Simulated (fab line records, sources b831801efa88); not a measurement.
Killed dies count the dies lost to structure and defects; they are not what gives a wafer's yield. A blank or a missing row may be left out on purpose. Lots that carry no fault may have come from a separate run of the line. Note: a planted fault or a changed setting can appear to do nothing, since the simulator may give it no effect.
fab line records + flow sky130
record:
- lots: 6
- wafers: 18
- lastDay: 51
route steps=708 shown METAL1@446 VIA1@458 PAD_OPEN@708
lots that met no fault: from a run of the same line without faults
startH: the number of hours between the record's first day and the start of the first shown wafer of the lot + waitH: hours elapsed since this lot's preceding step + " same as the row above + L1.1+2: several wafers, shown together as one row + - no value, or no start was given + * or withheld: withheld + < > ~ a bound
route shown NAME@n: NAME is a module with steps in the file, n the number in the route of the first one + usual: mean and standard deviation over wafers with no fault + same: alike in all rows + chamber/n: place in a boat + sites: readings site by site + _std_site: standard deviation of those values + _edge_site: outer sites' mean less inner sites' + radiusMm: how far each site lies from the wafer's centre + mask NAME#n: copy n + behind: tool/chamber where the wafer was last shaped + hold: what put the lot on hold/how long, in hours/how the hold closed + device: the transistor (n, p or np) that didn't switch + end of line: the same wafers' tests at the end of the route + step lacking rows: just its recipe + killed: count of dies lost to structure and defects at first sort (not the wafer's yield) + map: the dies of a wafer, with x for killed, . for not killed, _ for no die there
set.NAME: the setting as run; set.NAME@STEP: as run at that earlier step + model.NAME: the simulator's own value behind a step, which no gauge read
certain route steps with their lots: each step a table, each wafer a row
services: from which hour (startH, from the record's first day; less than 0 if before it) a tool's chamber was out of use, for how many hours, and why
== steps ==
step: SKY_METAL1_EXPOSE_12
recipe:
- maskId: MM1
- na: 0.8
- sourceShape: annular
- sigmaInner: 0.55
- sigmaOuter: 0.85
- targetCdNm: 140
- doseMj: 28
step: SKY_METAL1_PEB_13
recipe:
- pebTempC: withheld
- pebTimeS: withheld
- resist: KrF-thick
step: SKY_METAL1_DEVELOP_14
recipe:
- developTimeS: 60
- resist: KrF-thick
- devTempC: 21
step: SKY_METAL1_CD_MEAS_15
recipe:
- targetCdNm: 140
usual:
- cdNm: 140.3/1.7
| lot.wafer | tool     | chamber | startH | waitH | cdNm  |
|-----------|----------|---------|--------|-------|-------|
| L696.3    | cdSem-01 | -       | 784.90 | -     | 140.0 |
| L696.4    | "        | -       | "      | "     | 139.2 |
| L696.6    | "        | -       | "      | "     | 139.7 |
| L699.1    | cdSem-02 | -       | 809.10 | -     | 140.4 |
| L699.5    | "        | -       | "      | "     | 141.6 |
| L699.6    | "        | -       | "      | "     | 141.0 |
| L700.1    | cdSem-01 | -       | 820.14 | -     | 141.6 |
| L700.4    | "        | -       | "      | "     | 140.7 |
| L700.5    | "        | -       | "      | "     | 140.8 |
| L710.1    | cdSem-01 | -       | 887.85 | -     | 138.1 |
| L710.2    | "        | -       | "      | "     | 138.9 |
| L710.5    | "        | -       | "      | "     | 138.1 |
| L714.1    | cdSem-01 | -       | 923.04 | -     | 141.7 |
| L714.3    | "        | -       | "      | "     | 139.5 |
| L714.6    | "        | -       | "      | "     | 141.0 |
| L716.2    | cdSem-01 | -       | 959.22 | -     | 140.5 |
| L716.4    | "        | -       | "      | "     | 140.9 |
| L716.5    | "        | -       | "      | "     | 139.6 |
step: SKY_METAL1_OVL_MEAS_16
usual:
- METAL1_OVL: 2/5.5
| lot.wafer | tool       | chamber | startH | waitH | METAL1_OVL[nm] |
|-----------|------------|---------|--------|-------|----------------|
| L696.3    | overlay-01 | -       | 784.99 | 0.1   | 4              |
| L696.4    | "          | -       | "      | "     | 5              |
| L696.6    | "          | -       | "      | "     | 5              |
| L699.1    | overlay-01 | -       | 809.22 | 0.1   | 2              |
| L699.5    | "          | -       | "      | "     | 4              |
| L699.6    | "          | -       | "      | "     | 4              |
| L700.1    | overlay-02 | -       | 820.26 | 0.1   | 9              |
| L700.4    | "          | -       | "      | "     | 9              |
| L700.5    | "          | -       | "      | "     | 8              |
| L710.1    | overlay-01 | -       | 887.97 | 0.1   | 9              |
| L710.2    | "          | -       | "      | "     | 4              |
| L710.5    | "          | -       | "      | "     | 5              |
| L714.1    | overlay-02 | -       | 923.16 | 0.1   | -6             |
| L714.3    | "          | -       | "      | "     | -2             |
| L714.6    | "          | -       | "      | "     | -6             |
| L716.2    | overlay-01 | -       | 959.33 | 0.1   | 4              |
| L716.4    | "          | -       | "      | "     | -3             |
| L716.5    | "          | -       | "      | "     | 3              |
step: SKY_METAL1_DESCUM_17
recipe:
- chemistry: O2
- sourcePowerW: 150
- biasPowerW: 0
- pressureMtorr: 10
- tempC: 40
- timeS: 8
usual:
- drypumpMotorCurrentA: 5.7/0.35
- oesProductAu: 0.991/0.014
| lot.wafer | tool        | chamber | startH | waitH | drypumpMotorCurrentA | oesProductAu | rfHoursCounterH |
|-----------|-------------|---------|--------|-------|----------------------|--------------|-----------------|
| L696.3    | rieMetal-02 | 0       | 785.02 | 0.0   | 5.8                  | 0.980        | -               |
| L696.4    | "           | 1       | "      | "     | 6.0                  | 1.008        | -               |
| L696.6    | "           | 0       | "      | "     | 5.9                  | 0.987        | -               |
| L699.1    | rieMetal-03 | 0       | 809.25 | 0.0   | 6.0                  | 0.993        | 5               |
| L699.5    | "           | 0       | "      | "     | 5.9                  | 0.995        | -               |
| L699.6    | "           | 0       | "      | "     | 6.0                  | 0.995        | -               |
| L700.1    | rieMetal-03 | 1       | 820.29 | 0.0   | 4.8                  | 0.971        | 8               |
| L700.4    | "           | 0       | "      | "     | 5.9                  | 0.978        | -               |
| L700.5    | "           | 0       | "      | "     | 6.0                  | 0.994        | -               |
| L710.1    | rieMetal-02 | 1       | 888.01 | 0.0   | 6.0                  | 1.016        | 2               |
| L710.2    | "           | 0       | "      | "     | 5.8                  | 0.996        | 14              |
| L710.5    | "           | 1       | "      | "     | 6.0                  | 1.016        | -               |
| L714.1    | rieMetal-03 | 1       | 923.19 | 0.0   | 4.9                  | 0.994        | 12              |
| L714.3    | "           | 0       | "      | "     | 6.0                  | 0.995        | -               |
| L714.6    | "           | 0       | "      | "     | 6.0                  | 1.001        | -               |
| L716.2    | rieMetal-01 | 0       | 959.36 | 0.0   | 5.4                  | 0.974        | 12              |
| L716.4    | "           | 1       | "      | "     | 5.4                  | 0.998        | -               |
| L716.5    | "           | 1       | "      | "     | 5.4                  | 0.995        | -               |
step: SKY_METAL1_ETCH_18
recipe:
- chemistry: N2/H2
- target: BARC
- ionEnergyEv: 200
- biasW: 100
- pressureMtorr: 30
- n2FlowSccm: 100
- h2FlowSccm: 200
- icpW: 500
- stopOn: SiO2
- timeS: 45.9
- targetDepthA: 600
usual:
- drypumpMotorCurrentA: 5.7/0.35
- oesProductAu: 0.854/0.0045
- throttleValvePct: 13.224/0.0094
| lot.wafer | tool        | chamber | startH | waitH | drypumpMotorCurrentA | oesProductAu | rfHoursCounterH | throttleValvePct |
|-----------|-------------|---------|--------|-------|----------------------|--------------|-----------------|------------------|
| L696.3    | rieMetal-02 | 0       | 785.07 | 0.0   | 5.8                  | 0.853        | -               | 13.226           |
| L696.4    | "           | 1       | "      | "     | 6.0                  | 0.854        | -               | 13.213           |
| L696.6    | "           | 0       | "      | "     | 5.9                  | 0.848        | -               | 13.230           |
| L699.1    | rieMetal-03 | 0       | 809.32 | 0.1   | 6.0                  | 0.846        | 5               | 13.220           |
| L699.5    | "           | 0       | "      | "     | 6.0                  | 0.849        | -               | 13.235           |
| L699.6    | "           | 0       | "      | "     | 6.0                  | 0.854        | -               | 13.211           |
| L700.1    | rieMetal-03 | 1       | 820.32 | 0.0   | 4.8                  | 0.847        | 8               | 13.223           |
| L700.4    | "           | 0       | "      | "     | 6.0                  | 0.860        | -               | 13.227           |
| L700.5    | "           | 0       | "      | "     | 6.0                  | 0.862        | -               | 13.211           |
| L710.1    | rieMetal-02 | 1       | 888.04 | 0.0   | 6.0                  | 0.856        | 2               | 13.230           |
| L710.2    | "           | 0       | "      | "     | 5.8                  | 0.851        | 14              | 13.235           |
| L710.5    | "           | 1       | "      | "     | 6.0                  | 0.861        | -               | 13.231           |
| L714.1    | rieMetal-03 | 1       | 923.22 | 0.0   | 4.8                  | 0.858        | 12              | 13.236           |
| L714.3    | "           | 0       | "      | "     | 6.0                  | 0.860        | -               | 13.220           |
| L714.6    | "           | 0       | "      | "     | 6.0                  | 0.853        | -               | 13.231           |
| L716.2    | rieMetal-01 | 0       | 959.39 | 0.0   | 5.4                  | 0.852        | 12              | 13.223           |
| L716.4    | "           | 1       | "      | "     | 5.5                  | 0.851        | -               | 13.234           |
| L716.5    | "           | 1       | "      | "     | 5.5                  | 0.855        | -               | 13.225           |
step: SKY_METAL1_METAL_ETCH_19
recipe:
- targetDepthA: 3600
- stopOn: SiO2
- overEtchFrac: 0.3
- timeS: 78
- chemistry: Cl2/BCl3
- resistSidewallDeg: 88
- pressureMtorr: 10
- icpW: 900
- biasW: 48.5
- Cl2_flow_sccm: 60
- bcl3FlowSccm: 30
usual:
- drypumpMotorCurrentA: 5.7/0.36
- oesProductAu: 0.854/0.0058
- throttleValvePct: 22.264/0.0093
same:
- overEtchFrac: 0.3
| lot.wafer | tool        | chamber | startH | waitH | drypumpMotorCurrentA | oesProductAu | rfHoursCounterH | throttleValvePct |
|-----------|-------------|---------|--------|-------|----------------------|--------------|-----------------|------------------|
| L696.3    | rieMetal-02 | 0       | 785.14 | 0.1   | 5.9                  | 0.849        | -               | 22.275           |
| L696.4    | "           | 1       | "      | "     | 6.0                  | 0.857        | -               | 22.278           |
| L696.6    | "           | 0       | "      | "     | 5.9                  | 0.851        | -               | 22.255           |
| L699.1    | rieMetal-03 | 0       | 809.44 | 0.1   | 6.0                  | 0.853        | 5               | 22.253           |
| L699.5    | "           | 0       | "      | "     | 6.1                  | 0.854        | -               | 22.274           |
| L699.6    | "           | 0       | "      | "     | 6.0                  | 0.854        | -               | 22.267           |
| L700.1    | rieMetal-03 | 1       | 820.39 | 0.0   | 4.8                  | 0.856        | 8               | 22.257           |
| L700.4    | "           | 0       | "      | "     | 6.0                  | 0.851        | -               | 22.276           |
| L700.5    | "           | 0       | "      | "     | 6.0                  | 0.862        | -               | 22.265           |
| L710.1    | rieMetal-02 | 1       | 888.10 | 0.0   | 6.0                  | 0.859        | 2               | 22.256           |
| L710.2    | "           | 0       | "      | "     | 5.8                  | 0.849        | 14              | 22.268           |
| L710.5    | "           | 1       | "      | "     | 6.0                  | 0.849        | -               | 22.254           |
| L714.1    | rieMetal-03 | 1       | 923.29 | 0.0   | 4.8                  | 0.849        | 12              | 22.266           |
| L714.3    | "           | 0       | "      | "     | 6.0                  | 0.852        | -               | 22.273           |
| L714.6    | "           | 0       | "      | "     | 6.0                  | 0.848        | -               | 22.262           |
| L716.2    | rieMetal-01 | 0       | 959.45 | 0.0   | 5.4                  | 0.857        | 12              | 22.252           |
| L716.4    | "           | 1       | "      | "     | 5.4                  | 0.858        | -               | 22.268           |
| L716.5    | "           | 1       | "      | "     | 5.4                  | 0.858        | -               | 22.282           |
step: SKY_METAL1_STRIP_20
recipe:
- chemistry: O2/N2
- powerW: 1400
- pressureMtorr: 1500
- platenTempC: withheld
- o2FlowSccm: 3000
- n2FlowSccm: 300
- overashFraction: 0.5
usual:
- drypumpMotorCurrentA: 5.5/0.39
- oesProductAu: 0.344/0.0056
- stripTimeToEndpointS: 2.73/0.056
| lot.wafer | tool           | chamber | startH | waitH | drypumpMotorCurrentA | oesProductAu | rfHoursCounterH | stripTimeToEndpointS |
|-----------|----------------|---------|--------|-------|----------------------|--------------|-----------------|----------------------|
| L696.3    | plasmaAsher-03 | 1       | 785.23 | 0.1   | 5.6                  | 0.343        | -               | 2.73                 |
| L696.4    | "              | 0       | "      | "     | 5.7                  | 0.338        | -               | 2.67                 |
| L696.6    | "              | 1       | "      | "     | 5.6                  | 0.342        | -               | 2.77                 |
| L699.1    | plasmaAsher-02 | 0       | 809.62 | 0.1   | 6.2                  | 0.341        | 7               | 2.71                 |
| L699.5    | "              | 0       | "      | "     | 6.3                  | 0.342        | -               | 2.69                 |
| L699.6    | "              | 1       | "      | "     | 5.2                  | 0.342        | -               | 2.68                 |
| L700.1    | plasmaAsher-03 | 0       | 820.48 | 0.1   | 5.7                  | 0.346        | 100             | 2.75                 |
| L700.4    | "              | 0       | "      | "     | 5.7                  | 0.352        | -               | 2.69                 |
| L700.5    | "              | 1       | "      | "     | 5.6                  | 0.340        | -               | 2.71                 |
| L710.1    | plasmaAsher-02 | 1       | 888.19 | 0.1   | 5.1                  | 0.342        | 15              | 2.69                 |
| L710.2    | "              | 0       | "      | "     | 6.3                  | 0.345        | 15              | 2.77                 |
| L710.5    | "              | 1       | "      | "     | 5.1                  | 0.342        | -               | 2.63                 |
| L714.1    | plasmaAsher-04 | 1       | 923.38 | 0.1   | 5.1                  | 0.349        | 47              | 2.78                 |
| L714.3    | "              | 0       | "      | "     | 5.2                  | 0.348        | -               | 2.71                 |
| L714.6    | "              | 1       | "      | "     | 5.1                  | 0.342        | -               | 2.71                 |
| L716.2    | plasmaAsher-03 | 1       | 959.54 | 0.1   | 5.6                  | 0.350        | 113             | 2.84                 |
| L716.4    | "              | 0       | "      | "     | 5.7                  | 0.345        | -               | 2.71                 |
| L716.5    | "              | 0       | "      | "     | 5.7                  | 0.344        | -               | 2.69                 |
step: SKY_METAL1_STRIP_21
recipe:
- chemistry: postEtchResidueRemover
- timeS: 1200
- tempC: 72.5
step: SKY_METAL1_CLEAN_22
recipe:
- chemistry: IPA
- timeS: 180
- tempC: 25
step: SKY_METAL1_CLEAN_23
recipe:
- chemistry: O3/DIW
- dry: n2Spin
step: SKY_VIA1_HDPCVD_00
recipe:
- material: SiO2
- targetThkNm: 1030
- sigmaOpenFrac: 0.3
- timeS: 171.7
- tempC: 400
- sih4FlowSccm: 60
- pressureMtorr: 6
usual:
- runLengthS: 199.7/0.49
| lot.wafer | tool      | chamber | startH | waitH | runLengthS | model.SiO2_of_VIA1_HDPCVD_00.thkNm |
|-----------|-----------|---------|--------|-------|------------|------------------------------------|
| L696.3    | hdpcvd-01 | 1       | 785.80 | 0.0   | 199.1      | 1014                               |
| L696.4    | "         | 0       | "      | "     | 200.3      | 1021                               |
| L696.6    | "         | 2       | "      | "     | 199.2      | 1015                               |
| L699.1    | hdpcvd-01 | 1       | 810.21 | 0.0   | 199.0      | 1019                               |
| L699.5    | "         | 2       | "      | "     | 199.4      | 1013                               |
| L699.6    | "         | 0       | "      | "     | 194.5      | 973.8                              |
| L700.1    | hdpcvd-01 | 2       | 821.10 | 0.0   | 199.3      | 1015                               |
| L700.4    | "         | 0       | "      | "     | 194.2      | 969.8                              |
| L700.5    | "         | 1       | "      | "     | 199.3      | 1008                               |
| L710.1    | hdpcvd-02 | 1       | 888.78 | 0.0   | 199.0      | 1045                               |
| L710.2    | "         | 2       | "      | "     | 200.4      | 1026                               |
| L710.5    | "         | 2       | "      | "     | 200.5      | 1012                               |
| L714.1    | hdpcvd-02 | 2       | 924.05 | 0.0   | 199.7      | 1018                               |
| L714.3    | "         | 0       | "      | "     | 200.0      | 1027                               |
| L714.6    | "         | 2       | "      | "     | 200.3      | 1022                               |
| L716.2    | hdpcvd-01 | 0       | 960.48 | 0.0   | 200.0      | 1022                               |
| L716.4    | "         | 1       | "      | "     | 199.0      | 1012                               |
| L716.5    | "         | 2       | "      | "     | 199.9      | 1022                               |
step: SKY_VIA1_THK_MEAS_01
recipe:
- reads: SiO2_of_VIA1_HDPCVD_00
usual:
- VIA1_HDPCVD_THK: 1020/13
| lot.wafer | tool         | chamber | startH | waitH | VIA1_HDPCVD_THK[nm] |
|-----------|--------------|---------|--------|-------|---------------------|
| L696.3    | filmMetro-03 | -       | 785.93 | 0.1   | 1014                |
| L696.4    | "            | -       | "      | "     | 1021                |
| L696.6    | "            | -       | "      | "     | 1015                |
| L699.1    | filmMetro-03 | -       | 810.33 | 0.1   | 1020                |
| L699.5    | "            | -       | "      | "     | 1012                |
| L699.6    | "            | -       | "      | "     | 974                 |
| L700.1    | filmMetro-02 | -       | 821.21 | 0.1   | 1015                |
| L700.4    | "            | -       | "      | "     | 970                 |
| L700.5    | "            | -       | "      | "     | 1007                |
| L710.1    | filmMetro-01 | -       | 888.90 | 0.1   | 1046                |
| L710.2    | "            | -       | "      | "     | 1025                |
| L710.5    | "            | -       | "      | "     | 1013                |
| L714.1    | filmMetro-03 | -       | 924.16 | 0.1   | 1018                |
| L714.3    | "            | -       | "      | "     | 1026                |
| L714.6    | "            | -       | "      | "     | 1022                |
| L716.2    | filmMetro-02 | -       | 960.60 | 0.1   | 1022                |
| L716.4    | "            | -       | "      | "     | 1012                |
| L716.5    | "            | -       | "      | "     | 1022                |
step: SKY_VIA1_CMP_02
recipe:
- material: SiO2
- downForcePsi: 4
- platenRpm: 60
- padVelocityMS: 0.94248
usual:
- motorCurrentA: 12.2/0.9
| lot.wafer | tool   | chamber | startH | waitH | motorCurrentA |
|-----------|--------|---------|--------|-------|---------------|
| L696.4    | cmp-02 | 3       | 786.02 | 0.1   | 11.6          |
| L696.3    | "      | 0       | "      | "     | 11.1          |
| L696.6    | "      | 3       | "      | "     | 12.0          |
| L699.1    | cmp-01 | 1       | 810.39 | 0.1   | 13.5          |
| L699.5    | "      | 1       | "      | "     | 13.5          |
| L699.6    | "      | 2       | "      | "     | 12.7          |
| L700.1    | cmp-02 | 2       | 821.37 | 0.1   | 13.1          |
| L700.4    | "      | 3       | "      | "     | 12.1          |
| L700.5    | "      | 0       | "      | "     | 10.7          |
| L710.2    | cmp-01 | 1       | 889.06 | 0.1   | 13.8          |
| L710.1    | "      | 2       | "      | "     | 12.8          |
| L710.5    | "      | 3       | "      | "     | 11.3          |
| L714.1    | cmp-02 | 3       | 924.32 | 0.1   | 12.5          |
| L714.3    | "      | 0       | "      | "     | 11.0          |
| L714.6    | "      | 1       | "      | "     | 11.2          |
| L716.2    | cmp-01 | 3       | 960.65 | 0.0   | 11.1          |
| L716.4    | "      | 2       | "      | "     | 12.9          |
| L716.5    | "      | 3       | "      | "     | 11.4          |
step: SKY_PAD_OPEN_PROBE_99
usual:
- defectLimitedYield: 82.6/1.8
- killed_at_M0_to_M3: 43/6.5
- killed_at_M4_up: 3.1/1.8
- killedAtContacts: 24/5.6
- killedAtFrontEnd: 15/4.2
- killedAtOther: 0.3/0.5
- killedDies: 86/8.9
- killedOpen: 47/6.9
- killedShort: 39/5.9
- sort_bin_3_pad_short: 0.9/0.39
- sort_bin_5_function: 10.4/1.6
- sort_bin_6_memory: 6.2/1
- sortNPass: 406/8.9
- sortYieldPct: 82.6/1.8
same:
- grossDies: 492
- killedAtBackSide: 0
- sort_bin_4_leakage[%]: 0
- sort_bin_8_speed[%]: 0
| lot.wafer | tool      | chamber | startH  | waitH | defectLimitedYield[%] | killed_at_M0_to_M3 | killed_at_M4_up | killedAtContacts | killedAtFrontEnd | killedAtOther | killedDies | killedOpen | killedShort | sort_bin_3_pad_short[%] | sort_bin_5_function[%] | sort_bin_6_memory[%] | sortNPass | sortYieldPct[%] |
|-----------|-----------|---------|---------|-------|-----------------------|--------------------|-----------------|------------------|------------------|---------------|------------|------------|-------------|-------------------------|------------------------|----------------------|-----------|-----------------|
| L699.1    | prober-02 | -       | 1109.93 | 0.1   | 79.9                  | 52                 | 3               | 21               | 23               | 0             | 99         | 58         | 41          | 0.4                     | 12.6                   | 7.1                  | 393       | 79.9            |
| L699.5    | prober-02 | -       | 1110.13 | 0.2   | 83.5                  | 39                 | 2               | 18               | 22               | 0             | 81         | 41         | 40          | 1.0                     | 10.2                   | 5.3                  | 411       | 83.5            |
| L699.6    | prober-02 | -       | 1110.18 | 0.2   | 83.7                  | 41                 | 4               | 25               | 10               | 0             | 80         | 41         | 39          | 2.0                     | 8.1                    | 6.1                  | 412       | 83.7            |
| L700.1    | prober-01 | -       | 1115.70 | 0.1   | 86.8                  | 33                 | 4               | 18               | 10               | 0             | 65         | 33         | 32          | 0.8                     | 7.3                    | 5.1                  | 427       | 86.8            |
| L700.4    | prober-01 | -       | 1115.85 | 0.2   | 79.5                  | 47                 | 1               | 25               | 27               | 1             | 101        | 54         | 47          | 0.6                     | 14.4                   | 5.5                  | 391       | 79.5            |
| L700.5    | prober-01 | -       | 1115.90 | 0.2   | 84.1                  | 36                 | 2               | 24               | 16               | 0             | 78         | 39         | 39          | 0.6                     | 8.7                    | 6.5                  | 414       | 84.1            |
| L714.1    | prober-01 | -       | 1189.41 | 0.1   | 82.3                  | 42                 | 4               | 30               | 9                | 2             | 87         | 56         | 31          | 1.0                     | 8.9                    | 7.7                  | 405       | 82.3            |
| L714.3    | prober-01 | -       | 1189.51 | 0.2   | 81.9                  | 42                 | 5               | 29               | 13               | 0             | 89         | 50         | 39          | 0.8                     | 9.8                    | 7.5                  | 403       | 81.9            |
| L714.6    | prober-01 | -       | 1189.66 | 0.2   | 82.3                  | 48                 | 3               | 17               | 19               | 0             | 87         | 50         | 37          | 0.4                     | 9.8                    | 7.5                  | 405       | 82.3            |
| L716.2    | prober-02 | -       | 1212.08 | 0.1   | 81.9                  | 44                 | 1               | 21               | 23               | 0             | 89         | 59         | 30          | 0.8                     | 8.3                    | 8.9                  | 403       | 81.9            |
| L716.4    | prober-02 | -       | 1212.18 | 0.2   | 82.5                  | 41                 | 2               | 26               | 17               | 0             | 86         | 40         | 46          | 1.2                     | 11.0                   | 5.3                  | 406       | 82.5            |
| L716.5    | prober-02 | -       | 1212.23 | 0.2   | 80.3                  | 44                 | 1               | 36               | 15               | 1             | 97         | 52         | 45          | 0.8                     | 12.8                   | 6.1                  | 395       | 80.3            |
killed by level:class
L699.1 VIA1:geometricParticle:open=13 LI_CONTACT:geometricParticle:open=12 VIA1:geometricParticle:short=8 VIA2:geometricParticle:open=6 FIELD_ISO:geometricParticle:open=5 FIELD_ISO:geometricParticle:short=5 CONTACT:geometricParticle:open=5 METAL1:geometricParticle:short=5
L699.5 VIA2:geometricParticle:open=9 FIELD_ISO:geometricParticle:short=8 LI_CONTACT:geometricParticle:open=8 METAL3:geometricParticle:short=5 CONTACT:geometricParticle:open=5 METAL1:geometricParticle:short=5 VIA1:geometricParticle:open=5 VIA1:geometricParticle:short=4
L699.6 VIA1:geometricParticle:open=11 LI_CONTACT:geometricParticle:open=8 LOCAL_INTERCONNECT:geometricParticle:short=6 VIA2:geometricParticle:open=5 CONTACT:geometricParticle:short=5 CONTACT:geometricParticle:open=5 POLY_GATE:geometricParticle:open=4 VIA3:geometricParticle:open=4
L700.1 CONTACT:geometricParticle:open=7 METAL1:geometricParticle:short=6 LI_CONTACT:geometricParticle:open=5 METAL2:geometricParticle:short=5 VIA2:geometricParticle:open=5 FIELD_ISO:geometricParticle:open=3 POLY_GATE:geometricParticle:short=3 POLY_GATE:geometricParticle:open=3
L700.4 VIA2:geometricParticle:open=10 VIA2:geometricParticle:short=9 FIELD_ISO:geometricParticle:short=8 CONTACT:geometricParticle:open=8 LI_CONTACT:geometricParticle:open=7 VIA1:geometricParticle:open=7 VIA3:geometricParticle:open=6 POLY_GATE:geometricParticle:open=5
L700.5 LI_CONTACT:geometricParticle:open=10 VIA1:geometricParticle:open=10 VIA1:geometricParticle:short=6 LOCAL_INTERCONNECT:geometricParticle:short=6 VIA3:geometricParticle:open=6 FIELD_ISO:geometricParticle:open=4 POLY_GATE:geometricParticle:open=4 POLY_GATE:geometricParticle:short=4
L714.1 CONTACT:geometricParticle:open=11 VIA1:geometricParticle:open=9 LI_CONTACT:geometricParticle:open=8 VIA2:geometricParticle:open=8 VIA3:geometricParticle:open=5 METAL2:geometricParticle:short=5 LOCAL_INTERCONNECT:geometricParticle:open=4 CONTACT:geometricParticle:short=4
L714.3 VIA1:geometricParticle:open=9 CONTACT:geometricParticle:open=9 VIA3:geometricParticle:open=9 LI_CONTACT:geometricParticle:open=8 POLY_GATE:geometricParticle:short=5 LOCAL_INTERCONNECT:geometricParticle:short=5 FIELD_ISO:geometricParticle:open=4 VIA2:geometricParticle:open=4
L714.6 VIA1:geometricParticle:open=11 POLY_GATE:geometricParticle:open=9 VIA2:geometricParticle:open=8 METAL2:geometricParticle:short=7 LI_CONTACT:geometricParticle:open=5 CONTACT:geometricParticle:open=5 VIA3:geometricParticle:open=5 POLY_GATE:geometricParticle:short=4
L716.2 CONTACT:geometricParticle:open=13 VIA2:geometricParticle:open=8 VIA1:geometricParticle:open=7 VIA3:geometricParticle:open=7 FIELD_ISO:geometricParticle:open=5 FIELD_ISO:geometricParticle:short=5 LI_CONTACT:geometricParticle:open=5 METAL1:geometricParticle:short=4
L716.4 CONTACT:geometricParticle:open=13 POLY_GATE:geometricParticle:short=6 VIA2:geometricParticle:short=6 VIA1:geometricParticle:open=6 VIA3:geometricParticle:open=5 METAL1:geometricParticle:short=5 VIA1:geometricParticle:short=5 VIA2:geometricParticle:open=5
L716.5 CONTACT:geometricParticle:open=12 METAL1:geometricParticle:short=9 METAL2:geometricParticle:short=8 LI_CONTACT:geometricParticle:open=8 CONTACT:geometricParticle:short=8 VIA1:geometricParticle:open=8 POLY_GATE:geometricParticle:short=6 POLY_GATE:geometricParticle:open=6
== services ==
| tool           | chamber | startH | hours | kind   |
|----------------|---------|--------|-------|--------|
| plasmaAsher-03 | -       | 761.68 | 0.8   | repair |
| hdpcvd-02      | -       | 770.12 | 0.3   | repair |
| cmp-02         | -       | 770.27 | 2.5   | repair |
| cmp-01         | -       | 772.61 | 15.7  | repair |
| rieMetal-03    | 0       | 784.91 | 6.7   | repair |
| hdpcvd-01      | -       | 791.96 | 5.7   | repair |
| hdpcvd-02      | 1       | 793.96 | 4.4   | repair |
| rieMetal-01    | -       | 803.63 | 0.2   | repair |
| plasmaAsher-03 | -       | 803.68 | 15.6  | repair |
| cmp-01         | -       | 824.60 | 0.7   | repair |
| hdpcvd-02      | -       | 872.14 | 0.9   | repair |
| cmp-02         | -       | 875.67 | 2.1   | repair |
| plasmaAsher-03 | -       | 890.27 | 4.5   | repair |
| plasmaAsher-03 | -       | 903.29 | 0.5   | repair |
| cmp-01         | -       | 912.15 | 4.0   | pm     |
| rieMetal-03    | 0       | 913.10 | 4.9   | repair |
| plasmaAsher-03 | -       | 925.76 | 0.8   | repair |
| cmp-01         | -       | 929.78 | 1.9   | repair |
| cmp-02         | -       | 933.75 | 6.9   | pm     |
| cmp-01         | -       | 941.95 | 0.9   | repair |
| cmp-02         | -       | 951.22 | 1.3   | repair |
| cmp-01         | -       | 952.18 | 0.5   | repair |
| plasmaAsher-03 | -       | 952.52 | 6.6   | repair |
| plasmaAsher-03 | -       | 960.43 | 3.4   | repair |
== key ==
firstSign:
- step: SKY_VIA1_HDPCVD_00
- reading: runLengthS
- direction: down
- sigmas: 11
- usual: *
- struck: *
effect:
- step: SKY_VIA1_THK_MEAS_01
- reading: VIA1_HDPCVD_THK
- direction: down
- sigmas: 3.8
- usual: 1020
- struck: 972
modelEffect:
- step: SKY_VIA1_HDPCVD_00
- value: SiO2_of_VIA1_HDPCVD_00.thkNm
- without: 1005
- struck: 971.8
metAt SKY_VIA1_HDPCVD_00
struckWafers L699.6,L700.4
onsetBetween 785.80 810.21
fault:
- kind: processParameterDrift
- tool: hdpcvd-01
- chamber: -
- onsetH: 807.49
- steps: SKY_VIA1_HDPCVD_00
- channel: timeS
- offset: *
- shape: step
- endH: 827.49
- scope: struckWafersOnly
- actsIn: *
- stated: *
